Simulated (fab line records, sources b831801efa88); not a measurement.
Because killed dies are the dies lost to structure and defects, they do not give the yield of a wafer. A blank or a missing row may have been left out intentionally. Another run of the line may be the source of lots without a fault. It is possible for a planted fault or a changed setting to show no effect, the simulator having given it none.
Which tool is to blame?    flow gf180mcu    Sampling: 7 lots, 21 wafers, 2 of 602 route steps

== WHAT EACH GAUGE READ, for each wafer ==
GF_HV_LDD_TW_MEAS_38.
lot   measured      on             HV_LDD_3_TW
L605  day 11 22:05  film metro-01  1409 1421 1409
L607  day 12 12:13  film metro-04  1441 1439 1446
L609  day 13 07:08  film metro-01  1407 1405 1417
L617  day 15 23:38  film metro-04  1444 1446 1439
L620  day 17 02:27  film metro-01  1413 1405 1422
L623  day 18 00:28  film metro-01  1420 1406 1423
L626  day 18 21:37  film metro-03  1444 1442 1440

== WHAT TOOL EACH LOT RAN ON (gives the tool, then ch and the chambers of the sampled wafers, and finally the start) ==
lot   GF_POLY_GATE_CVD_00
L605  lpcvd-02 ch 0, day 8 16:17
L607  lpcvd-02 ch 1, day 9 06:04
L609  lpcvd-01 ch 0, day 9 22:27
L617  lpcvd-01 ch 0, day 12 07:44
L620  lpcvd-02 ch 1, day 13 07:20
L623  lpcvd-02 ch 1, day 14 01:28
L626  lpcvd-02 ch 1, day 14 20:58
- GF_POLY_GATE_CVD_00: deposits poly-Si, target thk 200 nm, time 1200 s.

== THE ANSWER, worked out from the rows above alone ==
Rule: usual is defined by the lots themselves. The widest of any qualifying gaps counts: lots, ordered by their means at a reading, are off when they make up no more than a third of the lots, leave a main group of 4 or more, and stand apart from it by 3 or more times the standard deviation of that group's means. The tables above print the reading to a certain number of digits; a main group whose means all agree to those digits is not used. Also off: a lot with no number at a reading for which 4 or more lots have one. All remaining lots with rows at the step are treated as sound.
Nothing can be told from this: no lot is off at any reading shown.

== WHAT THE SIMULATOR HAD PUT IN ==
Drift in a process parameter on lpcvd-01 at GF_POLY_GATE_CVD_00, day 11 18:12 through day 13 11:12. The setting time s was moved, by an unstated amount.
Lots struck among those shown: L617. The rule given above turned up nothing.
